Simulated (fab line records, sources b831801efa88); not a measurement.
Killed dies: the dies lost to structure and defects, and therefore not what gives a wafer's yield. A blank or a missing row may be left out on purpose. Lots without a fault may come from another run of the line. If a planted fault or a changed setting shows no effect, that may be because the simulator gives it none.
fab line records    flow sky130    part 2 of 2: steps 29 to 36 of 36
record lots=5  wafers=15  lastDay=48
route steps=708 shown VIA1@469 METAL2@483
lots with no fault: from the same line, run without faults
startH: hours from the record's first day to the start of the lot's first wafer shown    waitH: time in hours since the lot's previous step    " the same as in the row above    L1.1+2: a single row standing in for several wafers    - value missing, or start not given    * or withheld: withheld    < > ~ a bound
route shown NAME@n: NAME is a module with steps in the file, n the number in the route of the first one    usual: mean/standard deviation of fault-free wafers    same: alike in all rows    chamber/n: place in a boat    sites: readings site by site    _std_site: their standard deviation    _edge_site: outer sites' mean less inner sites'    radiusMm: how far each site lies from the wafer's centre    mask NAME#n: copy n    behind: the last tool/chamber to shape the wafer    hold: the reason the lot was held/the length of the hold in hours/how it ended    device: the n, p or np transistor that did not switch    end of line: tests of these same wafers at the route's end    where a step has no rows: the recipe by itself    killed: dies that structure and defects cost at the first sort, which is not the same as the wafer's yield    map: dies across one wafer; x = killed, . = not, _ = none there
set.NAME: the run value of the setting; set.NAME@STEP: its run value at that earlier step    model.NAME: the simulator's own value behind a step, which no gauge read
certain route steps with their lots: each step a table, each wafer a row
services: when a tool's chamber went out of use (startH, in hours from the record's first day, below 0 if earlier), for how many hours, and the reason
## steps
# step SKY_METAL2_DEVELOP_14
# recipe developTimeS=60  resist=KrF-thick  devTempC=21
lot.wafer   tool           chamber  startH  waitH
L076.3+4+5  lithoTrack-01  0        -       -
L080.2+4+6  lithoTrack-01  0        -       -
L081.1+4+5  lithoTrack-04  0        -       -
L086.3+4+5  lithoTrack-03  0        -       -
L090.2+5+6  lithoTrack-01  0        -       -
# step SKY_METAL2_CD_MEAS_15
# recipe targetCdNm=140
# usual cdNm=140.3/1.7
lot.wafer  tool      chamber  startH  waitH  cdNm
L076.3     cdSem-02  -        814.39  -      141.8
L076.4     "         -        "       "      142.6
L076.5     "         -        "       "      143.0
L080.2     cdSem-01  -        850.07  -      141.6
L080.4     "         -        "       "      141.0
L080.6     "         -        "       "      142.8
L081.1     cdSem-01  -        861.53  -      136.4
L081.4     "         -        "       "      136.4
L081.5     "         -        "       "      136.6
L086.3     cdSem-01  -        896.36  -      140.8
L086.4     "         -        "       "      141.9
L086.5     "         -        "       "      141.8
L090.2     cdSem-02  -        929.62  -      140.5
L090.5     "         -        "       "      139.3
L090.6     "         -        "       "      139.1
# step SKY_METAL2_OVL_MEAS_16
# usual METAL2_OVL=-3/4.6
lot.wafer  tool        chamber  startH  waitH  METAL2_OVL[nm]
L076.3     overlay-01  -        814.48  0.1    -1
L076.4     "           -        "       "      2
L076.5     "           -        "       "      3
L080.2     overlay-01  -        850.19  0.1    2
L080.4     "           -        "       "      5
L080.6     "           -        "       "      6
L081.1     overlay-01  -        861.65  0.1    -5
L081.4     "           -        "       "      1
L081.5     "           -        "       "      -4
L086.3     overlay-01  -        896.45  0.1    5
L086.4     "           -        "       "      0
L086.5     "           -        "       "      -5
L090.2     overlay-02  -        929.73  0.1    -6
L090.5     "           -        "       "      0
L090.6     "           -        "       "      -2
# step SKY_METAL2_DESCUM_17
# recipe chemistry=O2  sourcePowerW=150  biasPowerW=0  pressureMtorr=10  tempC=40  timeS=8
# usual drypumpMotorCurrentA=5.7/0.45  oesProductAu=1.000/0.0096
# same timeS=8
lot.wafer  tool         chamber  startH  waitH  drypumpMotorCurrentA  oesProductAu  rfHoursCounterH
L076.3     rieMetal-04  0        814.52  0.0    5.5                   1.006         -
L076.4     "            1        "       "      5.0                   1.003         -
L076.5     "            1        "       "      5.0                   0.998         -
L080.2     rieMetal-01  1        850.22  0.0    6.4                   1.000         16
L080.4     "            0        "       "      5.8                   1.000         -
L080.6     "            1        "       "      6.4                   1.006         -
L081.1     rieMetal-04  0        861.69  0.0    5.5                   1.003         11
L081.4     "            0        "       "      5.5                   1.006         -
L081.5     "            0        "       "      5.5                   0.997         -
L086.3     rieMetal-04  1        896.48  0.0    5.0                   1.009         -
L086.4     "            0        "       "      5.5                   1.007         -
L086.5     "            0        "       "      5.5                   1.012         -
L090.2     rieMetal-02  1        929.76  0.0    6.2                   0.992         14
L090.5     "            0        "       "      5.7                   1.003         -
L090.6     "            1        "       "      6.2                   0.993         -
# step SKY_METAL2_ETCH_18
# recipe chemistry=N2/H2  target=BARC  ionEnergyEv=200  biasW=100  pressureMtorr=30  n2FlowSccm=100  h2FlowSccm=200  icpW=500  stopOn=SiO2  timeS=45.9  targetDepthA=600
# usual drypumpMotorCurrentA=5.8/0.45  oesProductAu=0.854/0.005  throttleValvePct=13.225/0.0085
# same timeS=45.9
lot.wafer  tool         chamber  startH  waitH  drypumpMotorCurrentA  oesProductAu  rfHoursCounterH  throttleValvePct
L076.3     rieMetal-04  0        814.56  0.0    5.5                   0.854         -                13.228
L076.4     "            1        "       "      5.0                   0.858         -                13.227
L076.5     "            1        "       "      5.0                   0.848         -                13.237
L080.2     rieMetal-01  1        850.25  0.0    6.4                   0.854         16               13.220
L080.4     "            0        "       "      5.8                   0.844         -                13.227
L080.6     "            1        "       "      6.4                   0.857         -                13.232
L081.1     rieMetal-04  0        861.75  0.1    5.5                   0.857         11               13.224
L081.4     "            0        "       "      5.5                   0.856         -                13.225
L081.5     "            0        "       "      5.5                   0.845         -                13.246
L086.3     rieMetal-04  1        896.52  0.0    5.0                   0.863         -                13.220
L086.4     "            0        "       "      5.5                   0.862         -                13.223
L086.5     "            0        "       "      5.5                   0.855         -                13.228
L090.2     rieMetal-02  1        929.79  0.0    6.2                   0.863         14               13.222
L090.5     "            0        "       "      5.7                   0.854         -                13.224
L090.6     "            1        "       "      6.2                   0.854         -                13.210
# step SKY_METAL2_METAL_ETCH_19
# recipe targetDepthA=3600  stopOn=SiO2  overEtchFrac=0.3  timeS=78  chemistry=Cl2/BCl3  resistSidewallDeg=88  pressureMtorr=10  icpW=900  biasW=48.5  Cl2_flow_sccm=60  bcl3FlowSccm=30
# usual drypumpMotorCurrentA=5.7/0.45  oesProductAu=0.854/0.0058  throttleValvePct=22.264/0.0091
# same timeS=78
lot.wafer  tool         chamber  startH  waitH  drypumpMotorCurrentA  oesProductAu  rfHoursCounterH  throttleValvePct
L076.3     rieMetal-04  0        814.63  0.1    5.5                   0.864         -                22.265
L076.4     "            1        "       "      5.0                   0.864         -                22.269
L076.5     "            1        "       "      5.0                   0.865         -                22.283
L080.2     rieMetal-01  1        850.32  0.0    6.4                   0.856         16               22.267
L080.4     "            0        "       "      5.8                   0.862         -                22.264
L080.6     "            1        "       "      6.4                   0.863         -                22.269
L081.1     rieMetal-04  0        861.88  0.1    5.5                   0.854         11               22.269
L081.4     "            0        "       "      5.5                   0.854         -                22.262
L081.5     "            0        "       "      5.5                   0.853         -                22.272
L086.3     rieMetal-04  1        896.60  0.1    5.0                   0.846         -                22.263
L086.4     "            0        "       "      5.5                   0.842         -                22.270
L086.5     "            0        "       "      5.5                   0.849         -                22.272
L090.2     rieMetal-02  1        929.86  0.0    6.2                   0.851         14               22.271
L090.5     "            0        "       "      5.7                   0.844         -                22.259
L090.6     "            1        "       "      6.2                   0.855         -                22.252
# step SKY_METAL2_STRIP_20
# recipe chemistry=O2/N2  powerW=1400  pressureMtorr=1500  platenTempC=withheld  o2FlowSccm=3000  n2FlowSccm=300  overashFraction=0.5
# usual drypumpMotorCurrentA=5.7/0.46  oesProductAu=0.343/0.0056  stripTimeToEndpointS=2.68/0.052
lot.wafer  tool            chamber  startH  waitH  drypumpMotorCurrentA  oesProductAu  rfHoursCounterH  stripTimeToEndpointS
L076.3     plasmaAsher-03  0        814.72  0.1    5.8                   0.344         -                2.66
L076.4     "               1        "       "      5.7                   0.352         -                2.69
L076.5     "               0        "       "      5.8                   0.349         -                2.67
L080.2     plasmaAsher-01  1        850.41  0.1    5.0                   0.339         11               2.61
L080.4     "               1        "       "      5.0                   0.342         -                2.74
L080.6     "               0        "       "      6.4                   0.342         -                2.62
L081.1     plasmaAsher-01  0        862.06  0.1    6.4                   0.342         12               2.67
L081.4     "               0        "       "      6.4                   0.340         -                2.68
L081.5     "               0        "       "      6.4                   0.345         -                2.65
L086.3     plasmaAsher-04  0        896.69  0.1    6.1                   0.352         -                2.71
L086.4     "               1        "       "      5.2                   0.337         -                2.65
L086.5     "               1        "       "      5.2                   0.344         -                2.65
L090.2     plasmaAsher-03  1        929.95  0.1    5.7                   0.341         81               2.74
L090.5     "               1        "       "      5.7                   0.344         -                2.71
L090.6     "               0        "       "      5.8                   0.343         -                2.72
# step SKY_METAL2_STRIP_21
# recipe chemistry=postEtchResidueRemover  timeS=1200  tempC=72.5
# usual bathGuardTempC=72.5/0.39
# same timeS=1200
lot.wafer  tool         chamber  startH  waitH  bathGuardTempC
L076.3     wetBench-04  3        814.79  0.0    73.1
L076.4     "            3        "       "      73.3
L076.5     "            3        "       "      73.1
L080.2     wetBench-03  0        850.51  0.1    72.4
L080.4     "            0        "       "      72.5
L080.6     "            0        "       "      72.7
L081.1     wetBench-04  0        862.16  0.1    72.4
L081.4     "            0        "       "      72.6
L081.5     "            0        "       "      72.3
L086.3     wetBench-01  0        896.76  0.0    72.5
L086.4     "            0        "       "      72.5
L086.5     "            0        "       "      72.6
L090.2     wetBench-03  0        930.05  0.1    72.1
L090.5     "            0        "       "      72.5
L090.6     "            0        "       "      72.2
## services
tool            chamber  startH  hours  kind
rieMetal-04     -        772.48  0.7    repair
cmp-02          -        779.68  4.3    repair
cvdW-01         -        787.56  28.1   pm
krfScanner-01   -        789.70  1.5    repair
rieMetal-01     1        802.36  2.2    repair
rieMetal-02     0        814.30  19.5   repair
plasmaAsher-04  -        820.15  5.8    repair
krfScanner-01   -        824.86  0.8    pm
wetBench-01     -        825.67  38.4   pm
krfScanner-01   -        826.45  1.0    pm
rieDiel-01      1        827.46  6.3    repair
rieDiel-01      2        829.35  10.1   repair
wetBench-02     -        831.93  31.8   repair
krfScanner-01   -        845.24  3.6    pm
rieMetal-04     1        854.78  7.0    repair
rieMetal-01     -        859.83  2.8    pm
cmp-02          -        862.13  5.2    pm
pvdSputter-03   -        875.89  0.6    repair
wetBench-04     -        882.45  3.7    repair
pvdSputter-04   -        889.50  1.2    repair
rieDiel-02      1        893.04  2.9    repair
rieDiel-01      1        905.60  3.3    repair
pvdSputter-04   -        906.30  1.9    repair
cmp-02          -        928.71  4.0    pm
